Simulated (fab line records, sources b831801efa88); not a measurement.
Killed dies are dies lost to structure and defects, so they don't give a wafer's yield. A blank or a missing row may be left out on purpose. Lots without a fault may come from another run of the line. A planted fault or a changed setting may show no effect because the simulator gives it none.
Which tool did it? | flow gf180mcu | 9 lots, 27 wafers sampled, at 5 steps of a route of 602

WHAT THE GAUGES READ, wafer by wafer
GF_PSD_CD_MEAS_07: target cd 400 nm. Usual: cd_nm 399.9 nm, standard deviation 2.3.
lot  | measured     | on        | cd_nm (nm)        | flag
L747 | day 14 10:41 | cd_sem-01 | 403.9 401.6 401.7 |
L748 | day 14 15:43 | cd_sem-01 | 401.3 399.6 401.0 |
L749 | day 15 04:15 | cd_sem-02 | 400.2 402.8 399.2 |
L757 | day 18 00:46 | cd_sem-02 | 401.2 405.2 402.4 |
L758 | day 18 09:49 | cd_sem-01 | 401.0 403.1 402.8 |
L761 | day 19 12:26 | cd_sem-02 | 399.7 399.3 397.3 |
L764 | day 20 09:45 | cd_sem-02 | 398.9 398.5 400.1 |
L765 | day 20 19:08 | cd_sem-02 | 395.2 396.8 399.3 |
L768 | day 21 15:29 | cd_sem-02 | 400.1 400.8 397.8 |

GF_CONTACT_CD_MEAS_14: target cd 220 nm. Usual: cd_nm 220.1 nm, standard deviation 1.2.
lot  | measured     | on        | cd_nm (nm)        | flag
L747 | day 16 07:58 | cd_sem-01 | 218.6 221.0 221.2 |
L748 | day 16 13:56 | cd_sem-01 | 220.4 221.1 222.5 |
L749 | day 17 01:41 | cd_sem-02 | 220.2 220.5 218.9 |
L757 | day 20 03:21 | cd_sem-02 | 226.0 227.4 227.5 | OFF
L758 | day 20 12:28 | cd_sem-01 | 228.4 228.4 228.6 | OFF
L761 | day 21 15:55 | cd_sem-02 | 222.0 221.8 221.8 |
L764 | day 22 12:25 | cd_sem-01 | 218.4 218.6 217.5 |
L765 | day 22 20:26 | cd_sem-01 | 219.4 219.2 218.6 |
L768 | day 23 16:19 | cd_sem-02 | 218.4 221.2 218.5 |

GF_M1_RS_MEAS_05: measures by four-point-probe. Usual: M1_ALCU_RS 0.0699 ohm/sq, standard deviation 0.00077.
lot  | measured     | on            | M1_ALCU_RS (ohm/sq)  | flag
L747 | day 16 09:29 | film_metro-01 | 0.0689 0.0688 0.0707 |
L748 | day 16 15:29 | film_metro-02 | 0.0700 0.0699 0.0699 |
L749 | day 17 03:24 | film_metro-01 | 0.0696 0.0715 0.0720 |
L757 | day 20 04:55 | film_metro-02 | 0.0711 0.0708 0.0696 |
L758 | day 20 14:00 | film_metro-02 | 0.0705 0.0691 0.0702 |
L761 | day 21 17:26 | film_metro-01 | 0.0697 0.0702 0.0697 |
L764 | day 22 13:56 | film_metro-01 | 0.0697 0.0691 0.0695 |
L765 | day 22 21:57 | film_metro-02 | 0.0685 0.0694 0.0695 |
L768 | day 23 17:56 | film_metro-02 | 0.0687 0.0695 0.0691 |

WHICH TOOL RAN EACH LOT (tool, then ch and the chambers of the sampled wafers, then the start)
lot  | GF_CONTACT_EXPOSE_11              | GF_CONTACT_ETCH_16
L747 | krf_scanner-02 ch 0, day 15 21:26 | rie_diel-03 ch 1,2, day 16 08:07
L748 | krf_scanner-02 ch 0, day 16 03:04 | rie_diel-04 ch 1,3, day 16 14:04
L749 | krf_scanner-02 ch 0, day 16 14:46 | rie_diel-02 ch 0,2,3, day 17 01:49
L757 | krf_scanner-01 ch 0, day 19 14:54 | rie_diel-03 ch 0,3, day 20 03:29
L758 | krf_scanner-01 ch 0, day 20 00:38 | rie_diel-04 ch 1,2,3, day 20 12:35
L761 | krf_scanner-02 ch 0, day 21 04:31 | rie_diel-03 ch 1,2,3, day 21 16:04
L764 | krf_scanner-02 ch 0, day 22 00:46 | rie_diel-04 ch 0,2, day 22 12:34
L765 | krf_scanner-02 ch 0, day 22 09:25 | rie_diel-04 ch 2,3, day 22 20:35
L768 | krf_scanner-02 ch 0, day 23 04:51 | rie_diel-04 ch 0,2,3, day 23 16:28
- GF_CONTACT_EXPOSE_11: exposes mask Contact, target cd 220 nm.
- GF_CONTACT_ETCH_16: etches BARC in N2/H2.

WHAT THE TOOLS THEMSELVES READ (means of the sampled wafers that have a number; where no wafer has one, the mark that the record gives instead)
GF_CONTACT_EXPOSE_11. Usual: exposure_dose_mJ_cm2 37.96, standard deviation 0.041.
lot  | tool           | exposure_dose_mJ_cm2 | flag
L747 | krf_scanner-02 | 37.94                |
L748 | krf_scanner-02 | 38.00                |
L749 | krf_scanner-02 | 37.94                |
L757 | krf_scanner-01 | 39.85                | OFF
L758 | krf_scanner-01 | 39.79                | OFF
L761 | krf_scanner-02 | 37.93                |
L764 | krf_scanner-02 | 37.91                |
L765 | krf_scanner-02 | 37.96                |
L768 | krf_scanner-02 | 37.93                |

GF_CONTACT_ETCH_16. Usual: drypump_motor_current_A 5.72 A, standard deviation 0.26; oes_product_au 0.855 a.u., standard deviation 0.0056; throttle_valve_pct 13.224 %, standard deviation 0.0085.
lot  | tool        | drypump_motor_current_A (A) | oes_product_au (a.u.) | throttle_valve_pct (%) | flag
L747 | rie_diel-03 | 5.69                        | 0.857                 | 13.227                 |
L748 | rie_diel-04 | 5.71                        | 0.854                 | 13.229                 |
L749 | rie_diel-02 | 5.47                        | 0.856                 | 13.223                 |
L757 | rie_diel-03 | 6.01                        | 0.857                 | 13.225                 |
L758 | rie_diel-04 | 5.62                        | 0.852                 | 13.225                 |
L761 | rie_diel-03 | 5.78                        | 0.849                 | 13.225                 |
L764 | rie_diel-04 | 5.75                        | 0.854                 | 13.218                 |
L765 | rie_diel-04 | 5.64                        | 0.854                 | 13.225                 |
L768 | rie_diel-04 | 5.82                        | 0.858                 | 13.230                 |

THE ANSWER, worked out from the rows above alone
Rule: a lot is off if the mean of its wafers that have a number lies more than 3 standard deviations from the usual mean. A lot without any number at a reading at which 4 lots or more have one is off too. The other lots that the step has rows for count as sound. The gauges are gone through in route order, then the tools' own readings, and for those a lot's mean is taken as printed above. The first step at which some lot is off is used, and at that step the reading that is off furthest; a lot without a number counts as furthest.
Off: L757, L758, at GF_CONTACT_CD_MEAS_14 (cd_nm).
A tool fits if, at a process step before that reading, it ran every lot that is off, and no sound lot after the first of them. The gauges at GF_CONTACT_CD_MEAS_14 aren't tried: what is off there is off at GF_CONTACT_EXPOSE_11 too, on other tools, and a gauge's error can't cause that. One fits: krf_scanner-01 at GF_CONTACT_EXPOSE_11. It ran no sound lot before its first lot that is off in this sample, so the start can't be narrowed down.
The tool's own readings at GF_CONTACT_EXPOSE_11 bear it out: on the lots that are off they differ by more than 5 times the standard deviation of the sound lots' means. exposure_dose_mJ_cm2 reads 39.82 there against 37.94 on the sound lots.

WHAT THE SIMULATOR HAD PUT IN
Process parameter drift: krf_scanner-01, from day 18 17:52 on, at GF_CONTACT_EXPOSE_11. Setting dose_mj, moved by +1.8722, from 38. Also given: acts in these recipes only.
Lots struck among those shown: L757, L758. The rule above found the same.
